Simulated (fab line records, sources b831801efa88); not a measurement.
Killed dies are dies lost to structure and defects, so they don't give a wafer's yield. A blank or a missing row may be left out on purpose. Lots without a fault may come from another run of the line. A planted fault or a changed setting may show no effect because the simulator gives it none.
Which tool did it? | flow gf180mcu | 24 lots, 72 wafers sampled, at 6 steps of a route of 602

WHAT THE GAUGES READ, wafer by wafer
GF_CONTACT_CD_MEAS_14: target cd 220 nm. Usual: cd_nm 219.8 nm, standard deviation 1.1.
lot  | measured     | on        | cd_nm (nm)        | flag
L074 | day 16 10:55 | cd_sem-02 | 217.6 218.1 219.6 |
L076 | day 16 21:31 | cd_sem-01 | 219.8 220.0 222.4 |
L077 | day 17 01:11 | cd_sem-02 | 220.4 219.9 220.4 |
L075 | day 17 03:19 | cd_sem-01 | 219.7 219.4 219.3 |
L078 | day 17 20:22 | cd_sem-02 | 220.6 220.7 220.0 |
L079 | day 18 00:25 | cd_sem-02 | 219.9 219.4 219.0 |
L082 | day 18 14:16 | cd_sem-02 | 219.9 218.5 219.0 |
L080 | day 18 16:39 | cd_sem-01 | 220.4 220.8 219.2 |
L081 | day 18 17:45 | cd_sem-02 | 219.8 218.4 219.7 |
L083 | day 19 09:52 | cd_sem-02 | 217.8 219.5 217.7 |
L084 | day 20 00:11 | cd_sem-01 | 221.5 221.8 221.6 |
L085 | day 20 00:26 | cd_sem-02 | 220.8 221.6 220.1 |
L086 | day 20 16:19 | cd_sem-02 | 220.1 220.5 218.5 |
L087 | day 21 04:35 | cd_sem-02 | 218.8 219.3 219.8 |
L088 | day 21 14:07 | cd_sem-01 | 221.7 220.4 221.9 |
L089 | day 21 15:55 | cd_sem-02 | 219.1 218.9 219.0 |
L090 | day 22 04:03 | cd_sem-02 | 217.8 217.5 218.4 |
L091 | day 22 11:13 | cd_sem-01 | 221.3 221.1 222.9 |
L092 | day 22 15:14 | cd_sem-02 | 219.4 219.7 219.8 |
L093 | day 23 01:08 | cd_sem-02 | 219.6 218.4 219.3 |
L094 | day 23 10:26 | cd_sem-02 | 218.5 218.9 218.6 |
L095 | day 23 12:49 | cd_sem-01 | 219.5 219.3 220.1 |
L096 | day 23 20:38 | cd_sem-01 | 219.8 217.1 218.5 |
L097 | day 24 03:02 | cd_sem-01 | 219.3 219.1 218.8 |

GF_M1_OVL_MEAS_15. Usual: M1_OVL -1 nm, standard deviation 6.5.
lot  | measured     | on         | M1_OVL (nm) | flag
L074 | day 17 11:04 | overlay-02 | 3 9 0       |
L076 | day 17 21:57 | overlay-01 | 0 -1 -4     |
L077 | day 18 01:54 | overlay-01 | -6 -6 -8    |
L075 | day 18 03:57 | overlay-02 | -6 -6 -8    |
L078 | day 18 21:23 | overlay-01 | 6 9 10      |
L079 | day 19 01:24 | overlay-01 | 1 0 1       |
L082 | day 19 16:30 | overlay-01 | -2 -1 -11   |
L080 | day 19 18:42 | overlay-02 | 7 5 6       |
L081 | day 19 19:21 | overlay-02 | -9 -8 -3    |
L083 | day 20 11:48 | overlay-02 | 0 0 -8      |
L084 | day 21 01:59 | overlay-02 | 0 -1 -2     |
L085 | day 21 02:56 | overlay-02 | -7 -8 -11   |
L086 | day 21 17:09 | overlay-02 | -6 -6 -7    |
L087 | day 22 05:15 | overlay-01 | 9 8 11      |
L088 | day 22 15:32 | overlay-02 | 1 9 4       |
L089 | day 22 16:38 | overlay-02 | 4 6 2       |
L090 | day 23 04:29 | overlay-01 | 7 5 6       |
L091 | day 23 11:21 | overlay-02 | -2 -5 -9    |
L092 | day 23 15:41 | overlay-02 | -1 12 -1    |
L093 | day 24 01:36 | overlay-01 | -7 -7 -4    |
L094 | day 24 10:18 | overlay-01 | -10 -11 -2  |
L095 | day 24 12:32 | overlay-01 | 9 7 -1      |
L096 | day 24 19:36 | overlay-02 | -1 2 -8     |
L097 | day 25 01:39 | overlay-02 | 2 -5 -6     |

GF_M5_OVL_MEAS_08. Usual: M5_OVL -2 nm, standard deviation 5.3.
lot  | measured     | on         | M5_OVL (nm) | flag
L074 | day 26 14:41 | overlay-01 | 3 0 1       |
L076 | day 27 02:20 | overlay-02 | -2 0 1      |
L077 | day 27 03:17 | overlay-02 | 3 -2 -3     |
L075 | day 27 04:05 | overlay-02 | -14 -11 -4  |
L078 | day 27 18:29 | overlay-01 | -8 -17 -11  |
L079 | day 27 21:56 | overlay-01 | -5 -7 -2    |
L082 | day 28 12:20 | overlay-01 | -5 -4 -3    |
L080 | day 28 13:17 | overlay-01 | -1 2 -9     |
L081 | day 28 12:47 | overlay-01 | 6 3 -1      |
L083 | day 29 02:29 | overlay-01 | 8 -2 4      |
L084 | day 29 14:06 | overlay-01 | 4 -1 3      |
L085 | day 29 17:02 | overlay-02 | 2 -3 1      |
L086 | day 30 02:59 | overlay-02 | 5 0 -5      |
L087 | day 30 11:56 | overlay-02 | -2 -3 -7    |
L088 | day 30 18:11 | overlay-01 | -4 -1 -5    |
L089 | day 30 19:14 | overlay-02 | -9 -7 -10   |
L090 | day 31 06:24 | overlay-02 | -1 0 1      |
L091 | day 31 12:15 | overlay-01 | -1 -5 -4    |
L092 | day 31 14:54 | overlay-02 | 2 4 6       |
L093 | day 31 22:08 | overlay-02 | -9 -2 0     |
L094 | day 32 03:44 | overlay-02 | -4 -1 -2    |
L095 | day 32 05:05 | overlay-01 | 0 -2 2      |
L096 | day 32 13:35 | overlay-02 | -8 -1 0     |
L097 | day 32 15:29 | overlay-01 | 5 6 1       |

GF_V5_BOW_MEAS_05. Usual: V5_BOW 133 um, standard deviation 8.9.
lot  | measured     | on            | V5_BOW (um) | flag
L074 | day 26 16:01 | film_metro-03 | 144 130 127 |
L076 | day 27 03:37 | film_metro-04 | 134 112 124 |
L077 | day 27 04:36 | film_metro-03 | 126 125 133 |
L075 | day 27 05:32 | film_metro-01 | 145 134 145 |
L078 | day 27 19:47 | film_metro-04 | 131 136 131 |
L079 | day 27 23:13 | film_metro-03 | 144 145 144 |
L082 | day 28 13:47 | film_metro-01 | 121 106 119 |
L080 | day 28 14:46 | film_metro-04 | 124 123 114 |
L081 | day 28 14:16 | film_metro-01 | 129 135 134 |
L083 | day 29 04:08 | film_metro-04 | 133 123 126 |
L084 | day 29 15:47 | film_metro-03 | 133 126 134 |
L085 | day 29 19:02 | film_metro-01 | 133 122 138 |
L086 | day 30 04:25 | film_metro-04 | 139 135 140 |
L087 | day 30 13:59 | film_metro-03 | 130 131 134 |
L088 | day 30 19:29 | film_metro-04 | 131 134 140 |
L089 | day 30 20:34 | film_metro-01 | 149 146 146 |
L090 | day 31 08:04 | film_metro-01 | 120 129 125 |
L091 | day 31 15:59 | film_metro-04 | 135 130 136 |
L092 | day 31 18:04 | film_metro-01 | 129 143 141 |
L093 | day 32 00:11 | film_metro-04 | 136 132 134 |
L094 | day 32 05:03 | film_metro-04 | 138 144 136 |
L095 | day 32 06:24 | film_metro-03 | 142 127 133 |
L096 | day 32 14:53 | film_metro-01 | 124 135 136 |
L097 | day 32 16:47 | film_metro-01 | 134 135 129 |

WHICH TOOL RAN EACH LOT (tool, then ch and the chambers of the sampled wafers, then the start)
lot  | GF_V2_ETCH_16                      | GF_MIM_SPUTTER_04
L074 | rie_diel-03 ch 1,2, day 20 16:05   | pvd_sputter-01, day 24 19:21
L076 | rie_diel-04 ch 0,2,3, day 21 03:50 | pvd_sputter-04, day 25 07:10
L077 | rie_diel-04 ch 2,3, day 21 06:25   | pvd_sputter-04, day 25 08:55
L075 | rie_diel-01 ch 0,2,3, day 21 09:26 | pvd_sputter-04, day 25 10:37
L078 | rie_diel-01 ch 1,2,3, day 22 01:55 | pvd_sputter-01, day 26 00:58
L079 | rie_diel-04 ch 1,3, day 22 05:25   | pvd_sputter-01, day 26 05:10
L082 | rie_diel-01 ch 0,1,2, day 22 22:04 | pvd_sputter-03, day 26 20:02
L080 | rie_diel-03 ch 1,2, day 22 23:19   | pvd_sputter-04, day 26 20:50
L081 | rie_diel-04 ch 0,2,3, day 22 23:23 | pvd_sputter-03, day 26 20:43
L083 | rie_diel-04 ch 0,1, day 23 14:37   | pvd_sputter-04, day 27 09:56
L084 | rie_diel-01 ch 1,2, day 24 03:35   | pvd_sputter-01, day 27 22:21
L085 | rie_diel-03 ch 1,3, day 24 04:46   | pvd_sputter-04, day 28 00:35
L086 | rie_diel-03 ch 0,1,3, day 24 18:02 | pvd_sputter-03, day 28 12:05
L087 | rie_diel-01 ch 0,1,2, day 25 04:25 | pvd_sputter-04, day 28 21:28
L088 | rie_diel-03 ch 1,2,3, day 25 12:44 | pvd_sputter-03, day 29 05:04
L089 | rie_diel-01 ch 1,2, day 25 13:05   | pvd_sputter-04, day 29 05:40
L090 | rie_diel-03 ch 0,1,3, day 26 01:43 | pvd_sputter-04, day 29 18:00
L091 | rie_diel-01 ch 1,2,3, day 26 08:50 | pvd_sputter-04, day 30 00:07
L092 | rie_diel-01 ch 0,2,3, day 26 12:29 | pvd_sputter-04, day 30 03:06
L093 | rie_diel-04 ch 0,3, day 26 21:02   | pvd_sputter-01, day 30 11:45
L094 | rie_diel-03 ch 2,3, day 27 04:41   | pvd_sputter-04, day 30 16:55
L095 | rie_diel-04 ch 0,1,2, day 27 06:14 | pvd_sputter-01, day 30 18:56
L096 | rie_diel-03 ch 0,1,3, day 27 15:10 | pvd_sputter-01, day 31 03:08
L097 | rie_diel-03 ch 0,1,3, day 27 19:59 | pvd_sputter-04, day 31 06:36
- GF_V2_ETCH_16: etches BARC in N2/H2.
- GF_MIM_SPUTTER_04: material TiN, target thk 50 nm, time 41.7 s.

WHAT THE TOOLS THEMSELVES READ (means of the sampled wafers that have a number; where no wafer has one, the mark that the record gives instead)
GF_V2_ETCH_16. Usual: drypump_motor_current_A 5.9 A, standard deviation 0.36; oes_product_au 0.855 a.u., standard deviation 0.0045; throttle_valve_pct 13.224 %, standard deviation 0.0092.
lot  | tool        | drypump_motor_current_A (A) | oes_product_au (a.u.) | throttle_valve_pct (%) | flag
L074 | rie_diel-03 | 5.9                         | 0.856                 | 13.222                 |
L076 | rie_diel-04 | 5.6                         | 0.856                 | 13.227                 |
L077 | rie_diel-04 | 5.5                         | 0.855                 | 13.234                 |
L075 | rie_diel-01 | 5.9                         | 0.848                 | 13.227                 |
L078 | rie_diel-01 | 5.9                         | 0.855                 | 13.232                 |
L079 | rie_diel-04 | 5.6                         | 0.860                 | 13.235                 |
L082 | rie_diel-01 | 6.1                         | 0.857                 | 13.224                 |
L080 | rie_diel-03 | 5.9                         | 0.856                 | 13.227                 |
L081 | rie_diel-04 | 5.6                         | 0.859                 | 13.221                 |
L083 | rie_diel-04 | 5.9                         | 0.856                 | 13.225                 |
L084 | rie_diel-01 | 5.9                         | 0.860                 | 13.228                 |
L085 | rie_diel-03 | 6.1                         | 0.855                 | 13.218                 |
L086 | rie_diel-03 | 5.9                         | 0.859                 | 13.220                 |
L087 | rie_diel-01 | 6.1                         | 0.859                 | 13.226                 |
L088 | rie_diel-03 | 6.1                         | 0.854                 | 13.222                 |
L089 | rie_diel-01 | 5.9                         | 0.853                 | 13.220                 |
L090 | rie_diel-03 | 5.9                         | 0.854                 | 13.227                 |
L091 | rie_diel-01 | 5.9                         | 0.854                 | 13.215                 |
L092 | rie_diel-01 | 5.9                         | 0.855                 | 13.223                 |
L093 | rie_diel-04 | 5.6                         | 0.849                 | 13.220                 |
L094 | rie_diel-03 | 6.1                         | 0.852                 | 13.227                 |
L095 | rie_diel-04 | 5.8                         | 0.850                 | 13.222                 |
L096 | rie_diel-03 | 5.9                         | 0.856                 | 13.220                 |
L097 | rie_diel-03 | 5.9                         | 0.854                 | 13.218                 |

GF_MIM_SPUTTER_04. Usual: throttle_valve_pct 29.9 %, standard deviation 1.3.
lot  | tool           | throttle_valve_pct (%) | flag
L074 | pvd_sputter-01 | 30.3                   |
L076 | pvd_sputter-04 | 29.3                   |
L077 | pvd_sputter-04 | 29.4                   |
L075 | pvd_sputter-04 | 28.0                   |
L078 | pvd_sputter-01 | 29.6                   |
L079 | pvd_sputter-01 | 30.1                   |
L082 | pvd_sputter-03 | 30.8                   |
L080 | pvd_sputter-04 | 28.9                   |
L081 | pvd_sputter-03 | 30.9                   |
L083 | pvd_sputter-04 | 28.4                   |
L084 | pvd_sputter-01 | 30.0                   |
L085 | pvd_sputter-04 | 29.8                   |
L086 | pvd_sputter-03 | 31.1                   |
L087 | pvd_sputter-04 | 29.6                   |
L088 | pvd_sputter-03 | 30.9                   |
L089 | pvd_sputter-04 | 30.5                   |
L090 | pvd_sputter-04 | 29.9                   |
L091 | pvd_sputter-04 | 28.5                   |
L092 | pvd_sputter-04 | 30.1                   |
L093 | pvd_sputter-01 | 30.1                   |
L094 | pvd_sputter-04 | 29.2                   |
L095 | pvd_sputter-01 | 30.1                   |
L096 | pvd_sputter-01 | 30.0                   |
L097 | pvd_sputter-04 | 29.9                   |

THE ANSWER, worked out from the rows above alone
Rule: a lot is off if the mean of its wafers that have a number lies more than 3 standard deviations from the usual mean. A lot without any number at a reading at which 4 lots or more have one is off too. The other lots that the step has rows for count as sound. The gauges are gone through in route order, then the tools' own readings, and for those a lot's mean is taken as printed above. The first step at which some lot is off is used, and at that step the reading that is off furthest; a lot without a number counts as furthest.
No lot is off at any reading shown: from this, nothing can be told.

WHAT THE SIMULATOR HAD PUT IN
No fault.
